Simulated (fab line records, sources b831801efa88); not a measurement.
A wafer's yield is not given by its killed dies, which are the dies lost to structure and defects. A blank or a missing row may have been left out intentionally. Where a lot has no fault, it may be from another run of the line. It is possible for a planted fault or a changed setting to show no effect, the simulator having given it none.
fab line records	flow gf180mcu
[record] lots = 14	wafers = 42	last-day = 34
route steps=602 shown V3@434 M4@460 V4@478
lots that met no fault: taken from a fault-free run of the same line
start-h: hours from the record's opening day to when the first of the lot's shown wafers began	wait-h: hours elapsed since this lot's preceding step	" unchanged from the row above	L1.1+2: a single row standing in for several wafers	- either no value or no given start	* or withheld: withheld	< > ~ a bound
route shown NAME@n: a module of which the file shows steps, and the number in the route of the first	usual: mean/standard deviation taken from wafers without a fault	same: alike in all rows	chamber/n: place in a boat	sites: the reading at each site	_std_site: how widely they spread, as a standard deviation	_edge_site: inner sites' mean taken away from outer sites' mean	radius-mm: how far each site lies from the wafer's centre	mask NAME#n: copy n	behind: tool/chamber where the wafer was last shaped	hold: why the lot was held/for how many hours/how that ended	device: the transistor (n, p or np) that didn't switch	end of line: the same wafers' tests at the end of the route	a step without rows: its recipe alone	killed: count of dies lost to structure and defects at first sort (not the wafer's yield)	map: a wafer's dies, x killed, . not, _ none there
set.NAME: setting as actually run; set.NAME@STEP: the setting as run at that earlier step	model.NAME: the simulator's own value behind a step, which no gauge read
steps of the route over a sample of lots; a table a step, a row a wafer
services: from which hour (start-h, from the record's first day; less than 0 if before it) a tool's chamber was out of use, for how many hours, and why
[[steps]]
[step GF_V3_BOW_MEAS_05]
[recipe] mode = bow
[usual] V3_BOW = 118/8.4
lot.wafer	tool	chamber	start-h	wait-h	V3_BOW[um]
L585.3	film-metro-04	-	490.60	0.1	119
L585.5	"	-	"	"	112
L585.6	"	-	"	"	122
L586.1	film-metro-01	-	503.47	0.1	121
L586.3	"	-	"	"	111
L586.4	"	-	"	"	105
L589.4	film-metro-03	-	536.67	0.2	117
L589.5	"	-	"	"	122
L589.6	"	-	"	"	132
L590.1	film-metro-03	-	538.53	0.2	112
L590.3	"	-	"	"	107
L590.4	"	-	"	"	95
L592.3	film-metro-04	-	554.03	0.3	121
L592.5	"	-	"	"	118
L592.6	"	-	"	"	110
L593.3	film-metro-01	-	563.10	0.3	113
L593.5	"	-	"	"	106
L593.6	"	-	"	"	113
L595.1	film-metro-04	-	581.36	0.2	110
L595.2	"	-	"	"	114
L595.5	"	-	"	"	125
L598.2	film-metro-03	-	606.30	0.2	112
L598.3	"	-	"	"	119
L598.6	"	-	"	"	113
L599.2	film-metro-03	-	614.14	0.1	110
L599.4	"	-	"	"	110
L599.5	"	-	"	"	111
L603.3	film-metro-04	-	640.98	0.3	120
L603.4	"	-	"	"	124
L603.6	"	-	"	"	119
L604.2	film-metro-01	-	645.31	0.3	112
L604.4	"	-	"	"	125
L604.5	"	-	"	"	116
L605.2	film-metro-03	-	654.86	0.2	113
L605.3	"	-	"	"	94
L605.4	"	-	"	"	115
L606.2	film-metro-01	-	658.88	0.3	128
L606.5	"	-	"	"	122
L606.6	"	-	"	"	121
L608.2	film-metro-01	-	675.24	0.2	119
L608.5	"	-	"	"	129
L608.6	"	-	"	"	122
[step GF_M4_SPUTTER_04]
[recipe] material = TiN	target-thk-nm = 50	power-w = 6500	time-s = 41.7	chamber-pressure-pa = 0.4
[usual] cathode-dc-power-W = 6500.0/1.3	chamber-pressure-pa = 0.3999/0.00076	throttle-valve-pct = 29.8/0.73
lot.wafer	tool	chamber	start-h	wait-h	cathode-dc-power-W	chamber-pressure-pa	throttle-valve-pct
L585.3	pvd-sputter-01	-	516.35	0.0	6502.1	0.4000	30.7
L585.5	"	-	"	"	6500.4	0.3978	29.9
L585.6	"	-	"	"	6498.4	0.3990	28.6
L586.1	pvd-sputter-02	-	528.79	0.0	6500.1	0.3998	29.7
L586.3	"	-	"	"	6500.0	0.4010	30.3
L586.4	"	-	"	"	6501.8	0.4006	31.0
L589.4	pvd-sputter-02	-	560.97	0.0	6501.9	0.4010	31.2
L589.5	"	-	"	"	6498.8	0.3996	30.0
L589.6	"	-	"	"	6501.1	0.3999	29.7
L590.1	pvd-sputter-02	-	562.86	0.0	6500.5	0.4009	31.0
L590.3	"	-	"	"	6498.9	0.3992	29.8
L590.4	"	-	"	"	6497.8	0.3996	30.1
L592.3	pvd-sputter-01	-	577.50	0.0	6499.0	0.4004	30.7
L592.5	"	-	"	"	6501.4	0.3994	30.4
L592.6	"	-	"	"	6500.7	0.4005	28.5
L593.3	pvd-sputter-01	-	586.56	0.0	6499.0	0.4000	30.6
L593.5	"	-	"	"	6497.8	0.3995	29.1
L593.6	"	-	"	"	6500.2	0.3995	28.8
L595.1	pvd-sputter-01	-	604.62	0.0	6500.2	0.3994	30.2
L595.2	"	-	"	"	6499.8	0.4000	30.7
L595.5	"	-	"	"	6499.3	0.4004	30.0
L598.2	pvd-sputter-01	-	629.26	0.0	-	-	-
L598.3	"	-	"	"	-	-	-
L598.6	"	-	"	"	-	-	-
L599.2	pvd-sputter-03	-	636.17	0.0	-	-	-
L599.4	"	-	"	"	-	-	-
L599.5	"	-	"	"	-	-	-
L603.3	pvd-sputter-01	-	661.85	0.0	6500.3	0.4001	30.2
L603.4	"	-	"	"	6500.6	0.3991	30.5
L603.6	"	-	"	"	6503.2	0.3994	30.5
L604.2	pvd-sputter-01	-	666.85	0.0	6499.3	0.3998	30.3
L604.4	"	-	"	"	6499.9	0.3998	30.8
L604.5	"	-	"	"	6499.7	0.4007	28.9
L605.2	pvd-sputter-03	-	675.89	0.0	6498.6	0.4008	29.4
L605.3	"	-	"	"	6498.3	0.3995	29.2
L605.4	"	-	"	"	6501.7	0.4003	30.5
L606.2	pvd-sputter-01	-	680.22	0.0	6500.3	0.3992	28.7
L606.5	"	-	"	"	6500.1	0.4001	28.8
L606.6	"	-	"	"	6499.1	0.3997	28.8
L608.2	pvd-sputter-03	-	695.75	0.0	6500.9	0.4003	29.4
L608.5	"	-	"	"	6498.4	0.4000	29.4
L608.6	"	-	"	"	6499.5	0.3992	29.4
[step GF_M4_THK_MEAS_06]
[recipe] thk-meas-gauge = xrf	reads = AlCu_of_M4_SPUTTER_02
[usual] M4_ALCU_THK = 456/6.1
lot.wafer	tool	chamber	start-h	wait-h	M4_ALCU_THK[nm]
L585.3	film-metro-01	-	516.53	0.1	455
L585.5	"	-	"	"	455
L585.6	"	-	"	"	455
L586.1	film-metro-01	-	528.95	0.1	452
L586.3	"	-	"	"	457
L586.4	"	-	"	"	467
L589.4	film-metro-03	-	561.16	0.1	467
L589.5	"	-	"	"	457
L589.6	"	-	"	"	455
L590.1	film-metro-03	-	563.02	0.1	467
L590.3	"	-	"	"	454
L590.4	"	-	"	"	458
L592.3	film-metro-02	-	577.73	0.1	457
L592.5	"	-	"	"	455
L592.6	"	-	"	"	461
L593.3	film-metro-03	-	586.74	0.1	447
L593.5	"	-	"	"	456
L593.6	"	-	"	"	455
L595.1	film-metro-01	-	604.78	0.1	444
L595.2	"	-	"	"	439
L595.5	"	-	"	"	450
L598.2	film-metro-02	-	629.43	0.1	509
L598.3	"	-	"	"	519
L598.6	"	-	"	"	509
L599.2	film-metro-02	-	636.39	0.1	502
L599.4	"	-	"	"	498
L599.5	"	-	"	"	498
L603.3	film-metro-01	-	662.03	0.1	459
L603.4	"	-	"	"	448
L603.6	"	-	"	"	452
L604.2	film-metro-03	-	667.02	0.1	466
L604.4	"	-	"	"	459
L604.5	"	-	"	"	460
L605.2	film-metro-03	-	676.06	0.1	452
L605.3	"	-	"	"	460
L605.4	"	-	"	"	456
L606.2	film-metro-03	-	680.39	0.1	468
L606.5	"	-	"	"	468
L606.6	"	-	"	"	467
L608.2	film-metro-01	-	695.92	0.1	448
L608.5	"	-	"	"	452
L608.6	"	-	"	"	446
[step GF_M4_CD_MEAS_14]
[recipe] target-cd-nm = 280
[usual] cd-nm = 279.9/1.2
lot.wafer	tool	chamber	start-h	wait-h	cd-nm
L585.3	cd-sem-02	-	539.38	0.1	280.6
L585.5	"	-	"	"	279.9
L585.6	"	-	"	"	279.8
L586.1	cd-sem-01	-	551.12	0.1	281.1
L586.3	"	-	"	"	280.7
L586.4	"	-	"	"	280.2
L589.4	cd-sem-02	-	582.68	0.1	278.5
L589.5	"	-	"	"	277.7
L589.6	"	-	"	"	278.8
L590.1	cd-sem-02	-	584.39	0.1	277.6
L590.3	"	-	"	"	278.4
L590.4	"	-	"	"	277.7
L592.3	cd-sem-01	-	598.51	0.1	278.0
L592.5	"	-	"	"	277.4
L592.6	"	-	"	"	278.1
L593.3	cd-sem-02	-	607.73	0.1	279.4
L593.5	"	-	"	"	278.5
L593.6	"	-	"	"	278.3
L595.1	cd-sem-01	-	625.62	0.1	280.0
L595.2	"	-	"	"	279.8
L595.5	"	-	"	"	280.4
L598.2	cd-sem-01	-	649.05	0.1	279.2
L598.3	"	-	"	"	280.7
L598.6	"	-	"	"	279.8
L599.2	cd-sem-01	-	656.76	0.1	279.3
L599.4	"	-	"	"	278.5
L599.5	"	-	"	"	278.4
L603.3	cd-sem-02	-	681.01	0.1	279.8
L603.4	"	-	"	"	280.4
L603.6	"	-	"	"	282.0
L604.2	cd-sem-01	-	685.75	0.1	280.5
L604.4	"	-	"	"	280.5
L604.5	"	-	"	"	281.1
L605.2	cd-sem-02	-	694.76	0.1	280.9
L605.3	"	-	"	"	280.1
L605.4	"	-	"	"	280.9
L606.2	cd-sem-02	-	699.19	0.1	279.2
L606.5	"	-	"	"	278.8
L606.6	"	-	"	"	278.7
L608.2	cd-sem-01	-	713.96	0.1	281.0
L608.5	"	-	"	"	279.8
L608.6	"	-	"	"	279.9
[step GF_V4_CVD_02]
[recipe] material = SiO2	target-thk-nm = 850	precursor = TEOS	temp-c = 400	time-s = 94.851	rf-w = 600
[usual] heater-power-w = 635/68
lot.wafer	tool	chamber	start-h	wait-h	heater-power-w
L585.3	pecvd-03	2	540.27	0.0	657
L585.5	"	1	"	"	542
L585.6	"	2	"	"	678
L586.1	pecvd-04	1	552.12	0.1	527
L586.3	"	0	"	"	686
L586.4	"	2	"	"	597
L589.4	pecvd-04	0	583.59	0.1	550
L589.5	"	1	"	"	653
L589.6	"	2	"	"	736
L590.1	pecvd-01	2	585.32	0.1	584
L590.3	"	0	"	"	608
L590.4	"	0	"	"	634
L592.3	pecvd-03	0	599.43	0.0	569
L592.5	"	1	"	"	572
L592.6	"	0	"	"	624
L593.3	pecvd-04	0	608.65	0.0	644
L593.5	"	2	"	"	728
L593.6	"	0	"	"	679
L595.1	pecvd-03	0	626.55	0.1	620
L595.2	"	2	"	"	673
L595.5	"	1	"	"	691
L603.3	pecvd-04	0	681.90	0.0	591
L603.4	"	0	"	"	653
L603.6	"	1	"	"	500
L604.2	pecvd-04	1	686.73	0.0	567
L604.4	"	0	"	"	548
L604.5	"	2	"	"	715
L605.2	pecvd-04	1	695.70	0.0	632
L605.3	"	0	"	"	662
L605.4	"	2	"	"	611
L606.2	pecvd-04	0	700.11	0.0	638
L606.5	"	0	"	"	671
L606.6	"	2	"	"	778
L608.2	pecvd-03	0	714.88	0.0	548
L608.5	"	0	"	"	592
L608.6	"	1	"	"	659
[[services]]
tool	chamber	start-h	hours	kind
pvd-sputter-02	-	538.57	1.9	repair
pvd-sputter-01	3	574.43	-	consumable-replace:kit
pvd-sputter-01	3	574.43	18.0	scheduled-down
pvd-sputter-01	3	574.43	18.0	vent-cycle
pvd-sputter-02	-	583.33	1.9	repair
pvd-sputter-02	-	585.48	5.7	repair
pvd-sputter-02	3	623.34	-	consumable-replace:kit
pvd-sputter-02	3	623.34	18.0	scheduled-down
pvd-sputter-02	3	623.34	18.0	vent-cycle
pecvd-01	0	623.89	27.1	repair
pecvd-04	1	639.39	6.4	repair
pvd-sputter-02	-	639.49	3.2	repair
pecvd-04	-	642.89	2.8	pm
pvd-sputter-03	2	646.27	-	consumable-replace:kit
pvd-sputter-03	2	646.27	18.0	scheduled-down
pvd-sputter-03	2	646.27	18.0	vent-cycle
pecvd-03	1	659.12	8.4	repair
pecvd-03	2	680.99	3.7	repair
pvd-sputter-03	-	711.67	0.9	repair
pvd-sputter-01	2	713.58	-	consumable-replace:kit
pvd-sputter-01	2	713.58	18.0	scheduled-down
pvd-sputter-01	2	713.58	18.0	vent-cycle
[[key]]
[first-sign] step = GF_M4_SPUTTER_04	reading = tool-record	direction = missing
[effect] step = GF_M4_THK_MEAS_06	reading = M4_ALCU_THK	direction = up	sigmas = 8.2	usual = 456	struck = 506
met-at GF_M4_SPUTTER_04
struck-lots L598,L599
later-rows-left-out L598.2,L598.3,L598.6,L599.2,L599.4,L599.5
sort-left-out L598.2,L598.3,L598.6,L599.2,L599.4,L599.5
tester-left-out L598,L599
not-acting-at GF_V3_BOW_MEAS_05,GF_M4_CD_MEAS_14,GF_V4_CVD_02
onset-between 604.62 629.26
[earlier-fault] kind = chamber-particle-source	tool = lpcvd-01	chamber = 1	onset-h = 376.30	steps = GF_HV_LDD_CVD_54	rate-per-visit-cm2 = 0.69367	end-h = 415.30
[earlier-fault] kind = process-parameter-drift	tool = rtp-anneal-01	chamber = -	onset-h = 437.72	steps = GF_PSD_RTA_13	channel = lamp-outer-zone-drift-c	offset = 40	shape = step	end-h = 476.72
[fault] kind = skipped-step-whole	tool = pvd-sputter-01,pvd-sputter-03	chamber = -	onset-h = 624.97	steps = GF_M4_SPUTTER_04	scope = struck-lots-only
// tester-left-out: of these lots the tester's yield and bins aren't shown, on N5 and GAA mostly nor the transistor test; their killed dies are dies lost to structure and defects alone, not to doping, threshold or leakage, so they don't give the yield
// sort-left-out: the simulated sort isn't trusted on such a fault, so these wafers' sort isn't shown, and their yield isn't known
// later-rows-left-out: the simulator's readings of these wafers behind a module that went badly wrong aren't trusted and aren't shown, but for the sort
